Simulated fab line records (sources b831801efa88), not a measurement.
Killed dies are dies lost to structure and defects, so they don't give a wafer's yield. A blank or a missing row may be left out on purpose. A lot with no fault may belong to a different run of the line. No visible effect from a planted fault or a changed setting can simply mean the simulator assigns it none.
Shared-tool check / flow gf180mcu / Lots sampled 12, wafers sampled 36

## REASON FOR OPENING
At GF_V3_THK_MEAS_01 the reading V3_CVD_00_THK is flagged on 2 of 12 lots. Wafers without a fault read 599 nm, standard deviation 5.4.
Rule: flag the lot when none of its wafers has a number, or when each of its wafers that has one lies beyond 4 standard deviations from that mean. All remaining lots are regarded as sound.

lot=L601; measured=day 21 16:05; on=film metro-04; V3_CVD_00_THK (nm), wafer by wafer=609 592 606; flag=
lot=L604; measured=day 23 07:44; on=film metro-02; V3_CVD_00_THK (nm), wafer by wafer=591 596 598; flag=
lot=L606; measured=day 24 02:02; on=film metro-02; V3_CVD_00_THK (nm), wafer by wafer=600 601 601; flag=
lot=L607; measured=day 24 04:43; on=film metro-04; V3_CVD_00_THK (nm), wafer by wafer=601 601 602; flag=
lot=L609; measured=day 24 21:48; on=film metro-02; V3_CVD_00_THK (nm), wafer by wafer=596 598 601; flag=
lot=L610; measured=day 25 04:29; on=film metro-02; V3_CVD_00_THK (nm), wafer by wafer=592 595 600; flag=
lot=L612; measured=day 26 01:47; on=film metro-02; V3_CVD_00_THK (nm), wafer by wafer=609 604 607; flag=
lot=L618; measured=day 27 20:33; on=film metro-01; V3_CVD_00_THK (nm), wafer by wafer=603 603 606; flag=
lot=L619; measured=day 27 23:06; on=film metro-04; V3_CVD_00_THK (nm), wafer by wafer=600 598 600; flag=
lot=L621; measured=day 28 08:51; on=film metro-01; V3_CVD_00_THK (nm), wafer by wafer=508 508 509; flag=FLAGGED
lot=L622; measured=day 28 13:52; on=film metro-04; V3_CVD_00_THK (nm), wafer by wafer=501 508 510; flag=FLAGGED
lot=L623; measured=day 29 00:36; on=film metro-01; V3_CVD_00_THK (nm), wafer by wafer=607 607 599; flag=
The numbers of the flagged lots are 507 nm on average: -92 nm against the usual, or -17 standard deviations.

## LOT BY LOT: THE TOOL USED
The record holds 3 process steps before the reading, out of a route of 602 steps. Each cell gives the tool, then ch followed by the chambers the sampled wafers passed through, then the start.
lot=L601; flag=; GF_V2_STRIP_18=plasma asher-02 ch 0,1, day 20 13:59; GF_V2_SPUTTER_21=pvd sputter-01, day 20 14:29; GF_V3_CVD_00=hdpcvd-01 ch 0,1, day 21 15:59
lot=L604; flag=; GF_V2_STRIP_18=plasma asher-03 ch 0, day 22 06:52; GF_V2_SPUTTER_21=pvd sputter-04, day 22 07:24; GF_V3_CVD_00=hdpcvd-01 ch 0,1,2, day 23 07:40
lot=L606; flag=; GF_V2_STRIP_18=plasma asher-01 ch 0,1, day 22 15:09; GF_V2_SPUTTER_21=pvd sputter-02, day 22 15:41; GF_V3_CVD_00=hdpcvd-02 ch 0,1,2, day 24 01:57
lot=L607; flag=; GF_V2_STRIP_18=plasma asher-02 ch 0,1, day 23 04:35; GF_V2_SPUTTER_21=pvd sputter-02, day 23 05:07; GF_V3_CVD_00=hdpcvd-02 ch 0,1,2, day 24 04:38
lot=L609; flag=; GF_V2_STRIP_18=plasma asher-03 ch 0,1, day 23 22:27; GF_V2_SPUTTER_21=pvd sputter-01, day 23 22:57; GF_V3_CVD_00=hdpcvd-01 ch 0,1,2, day 24 21:44
lot=L610; flag=; GF_V2_STRIP_18=plasma asher-03 ch 0,1, day 24 02:35; GF_V2_SPUTTER_21=pvd sputter-01, day 24 03:07; GF_V3_CVD_00=hdpcvd-02 ch 1,2, day 25 04:25
lot=L612; flag=; GF_V2_STRIP_18=plasma asher-03 ch 0,1, day 25 02:05; GF_V2_SPUTTER_21=pvd sputter-01, day 25 02:42; GF_V3_CVD_00=hdpcvd-02 ch 0,1, day 26 01:42
lot=L618; flag=; GF_V2_STRIP_18=plasma asher-02 ch 0,1, day 26 22:08; GF_V2_SPUTTER_21=pvd sputter-01, day 26 23:00; GF_V3_CVD_00=hdpcvd-01 ch 0,1, day 27 20:28
lot=L619; flag=; GF_V2_STRIP_18=plasma asher-01 ch 0,1, day 27 00:25; GF_V2_SPUTTER_21=pvd sputter-02, day 27 00:58; GF_V3_CVD_00=hdpcvd-02 ch 1,2, day 27 23:01
lot=L621; flag=FLAGGED; GF_V2_STRIP_18=plasma asher-01 ch 0,1, day 27 11:01; GF_V2_SPUTTER_21=pvd sputter-04, day 27 11:32; GF_V3_CVD_00=hdpcvd-02 ch 0,1,2, day 28 08:46
lot=L622; flag=FLAGGED; GF_V2_STRIP_18=plasma asher-02 ch 0,1, day 27 15:57; GF_V2_SPUTTER_21=pvd sputter-04, day 27 16:29; GF_V3_CVD_00=hdpcvd-02 ch 0,2, day 28 13:47
lot=L623; flag=; GF_V2_STRIP_18=plasma asher-01 ch 0,1, day 28 03:21; GF_V2_SPUTTER_21=pvd sputter-04, day 28 03:55; GF_V3_CVD_00=hdpcvd-01 ch 0,1,2, day 29 00:32
These steps, and what they do:
- GF_V2_STRIP_18: strips in O2/N2.
- GF_V2_SPUTTER_21: material Ti, target thk 15 nm, time 80.02 s.
- GF_V3_CVD_00: deposits SiO2, target thk 600 nm, time 100 s.
- GF_V3_THK_MEAS_01

## FLAGGED AGAINST TOTAL, ONE TOOL AT A TIME (gauges that did the reading follow at the end)
step=GF_V2_STRIP_18; tool=plasma asher-01; lots run=4; flagged=1; share of the flagged lots=some; sound lots run after its first flagged lot=1 (L623)
step=GF_V2_STRIP_18; tool=plasma asher-02; lots run=4; flagged=1; share of the flagged lots=some; sound lots run after its first flagged lot=0
step=GF_V2_STRIP_18; tool=plasma asher-03; lots run=4; flagged=0; share of the flagged lots=none; sound lots run after its first flagged lot=-
step=GF_V2_SPUTTER_21; tool=pvd sputter-01; lots run=5; flagged=0; share of the flagged lots=none; sound lots run after its first flagged lot=-
step=GF_V2_SPUTTER_21; tool=pvd sputter-02; lots run=3; flagged=0; share of the flagged lots=none; sound lots run after its first flagged lot=-
step=GF_V2_SPUTTER_21; tool=pvd sputter-04; lots run=4; flagged=2; share of the flagged lots=all; sound lots run after its first flagged lot=1 (L623)
step=GF_V3_CVD_00; tool=hdpcvd-01; lots run=5; flagged=0; share of the flagged lots=none; sound lots run after its first flagged lot=-
step=GF_V3_CVD_00; tool=hdpcvd-02; lots run=7; flagged=2; share of the flagged lots=all; sound lots run after its first flagged lot=0
step=GF_V3_THK_MEAS_01; tool=film metro-01; lots run=3; flagged=1; share of the flagged lots=some; sound lots run after its first flagged lot=1 (L623)
step=GF_V3_THK_MEAS_01; tool=film metro-02; lots run=5; flagged=0; share of the flagged lots=none; sound lots run after its first flagged lot=-
step=GF_V3_THK_MEAS_01; tool=film metro-04; lots run=4; flagged=1; share of the flagged lots=some; sound lots run after its first flagged lot=0

## WHAT IS ALLOWED BY THE TABLE
Table rows that saw every flagged lot: 2, namely pvd sputter-04 at GF_V2_SPUTTER_21 and hdpcvd-02 at GF_V3_CVD_00.
- pvd sputter-04 at GF_V2_SPUTTER_21: 2 of its 4 lots flagged. After the first flagged lot (L623), sound lots still ran on it; a lasting fault on the whole tool would not permit that.
- hdpcvd-02 at GF_V3_CVD_00: 2 of its 7 lots flagged. Last sound lot L619 at day 27 23:01, first flagged lot L621 at day 28 08:46; a fault beginning in between fits. Its own readings (sih4 flow sccm) fall more than 4 standard deviations out on all wafers of the flagged lots.
What remains is a single tool, hdpcvd-02 at GF_V3_CVD_00.

## WHAT THE SIMULATOR HAD INSERTED
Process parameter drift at GF_V3_CVD_00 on hdpcvd-02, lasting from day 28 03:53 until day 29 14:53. A move of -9 in setting sih4 flow sccm, from 60. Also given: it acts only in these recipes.
Shown lots that were struck: L621, L622. The rule above found the same.
